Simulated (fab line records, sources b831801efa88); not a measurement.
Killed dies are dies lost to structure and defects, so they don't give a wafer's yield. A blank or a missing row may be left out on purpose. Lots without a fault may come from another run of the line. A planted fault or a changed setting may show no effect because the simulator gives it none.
Which tool did it? | flow gf180mcu | 7 lots, 21 wafers sampled, at 2 steps of a route of 602

WHAT THE GAUGES READ, wafer by wafer
GF_V3_CD_MEAS_14: target cd 260 nm.
lot  | measured     | on        | cd_nm (nm)
L549 | day 23 03:13 | cd_sem-02 | 258.5 260.4 259.9
L553 | day 24 15:01 | cd_sem-02 | 259.0 258.1 260.3
L555 | day 25 02:59 | cd_sem-01 | 258.2 258.5 258.5
L559 | day 26 12:10 | cd_sem-01 | 258.8 259.8 259.3
L562 | day 27 11:04 | cd_sem-02 | 260.9 260.0 259.9
L564 | day 28 03:25 | cd_sem-01 | 290.5 290.9 291.3
L569 | day 29 13:35 | cd_sem-01 | 287.6 287.7 286.9

WHICH TOOL RAN EACH LOT (tool, then ch and the chambers of the sampled wafers, then the start)
lot  | GF_V3_SOFTBAKE_10
L549 | litho_track-02 ch 0, day 22 15:00
L553 | litho_track-02 ch 0, day 24 04:00
L555 | litho_track-02 ch 0, day 24 16:00
L559 | litho_track-04 ch 0, day 26 01:00
L562 | litho_track-04 ch 0, day 27 01:00
L564 | litho_track-02 ch 0, day 27 17:00
L569 | litho_track-02 ch 0, day 29 04:00
- GF_V3_SOFTBAKE_10: time 60 s.

THE ANSWER, worked out from the rows above alone
Rule: what is usual is taken from the lots themselves. Put in order of their means at a reading, lots are off if they are a third of the lots or fewer, leave a main group of 4 or more, and stand apart from it by a gap of 3 or more times the standard deviation of the main group's means; of several such gaps the widest counts. A main group whose means are all the same, to the digits that the tables above print for the reading, isn't used. A lot without any number at a reading at which 4 lots or more have one is off too. The other lots that the step has rows for count as sound.
Off: L564, L569, at GF_V3_CD_MEAS_14 (cd_nm). The main group: mean 259.3 nm, standard deviation 0.61.
A tool fits if, at a process step before that reading, it ran every lot that is off, and no sound lot after the first of them. The gauges at GF_V3_CD_MEAS_14 are tried like those tools. Can't be told from this: 2 tools fit, litho_track-02 at GF_V3_SOFTBAKE_10, cd_sem-01 at GF_V3_CD_MEAS_14.

WHAT THE SIMULATOR HAD PUT IN
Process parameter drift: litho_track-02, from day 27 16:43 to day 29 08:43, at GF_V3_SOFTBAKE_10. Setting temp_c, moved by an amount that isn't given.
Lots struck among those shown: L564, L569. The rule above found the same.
